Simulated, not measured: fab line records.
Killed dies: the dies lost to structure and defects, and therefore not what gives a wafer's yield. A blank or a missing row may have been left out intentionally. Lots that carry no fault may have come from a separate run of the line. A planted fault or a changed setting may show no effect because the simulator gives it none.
Which tool was responsible?    flow sky130    7 lots (21 wafers sampled), 1 step of a 708-step route

WHAT THE GAUGES READ, wafer by wafer
SKY_LOCAL_INTERCONNECT_CD_MEAS_11: target cd 170 nm.
lot   measured      on         cd nm (nm)
L384  day 31 04:40  cd sem-02  171.6 170.0 169.6
L387  day 32 01:28  cd sem-02  167.3 167.7 169.2
L390  day 33 02:47  cd sem-01  164.8 166.8 167.3
L392  day 34 04:05  cd sem-02  171.9 171.4 170.6
L400  day 36 06:41  cd sem-01  167.7 168.1 169.6
L404  day 37 03:17  cd sem-02  169.3 170.8 169.4
L405  day 38 06:15  cd sem-01  169.7 170.8 173.1

WHAT TOOL EACH LOT RAN ON (gives the tool, then ch and the chambers of the sampled wafers, and finally the start)
Record: no process step prior to these readings.

THE ANSWER, worked out from the rows above alone
Rule: the usual values come from the lots themselves. The widest of any qualifying gaps counts: lots, ordered by their means at a reading, are off when they make up no more than a third of the lots, leave a main group of 4 or more, and stand apart from it by 3 or more times the standard deviation of that group's means. A main group is skipped when, at the precision printed for the reading in the tables above, its means are all equal. A lot without any number at a reading at which 4 lots or more have one is off too. Any other lot the step has rows for is counted as sound.
No lot is off on any of the readings shown, so nothing can be concluded from this.

WHAT THE SIMULATOR PUT IN
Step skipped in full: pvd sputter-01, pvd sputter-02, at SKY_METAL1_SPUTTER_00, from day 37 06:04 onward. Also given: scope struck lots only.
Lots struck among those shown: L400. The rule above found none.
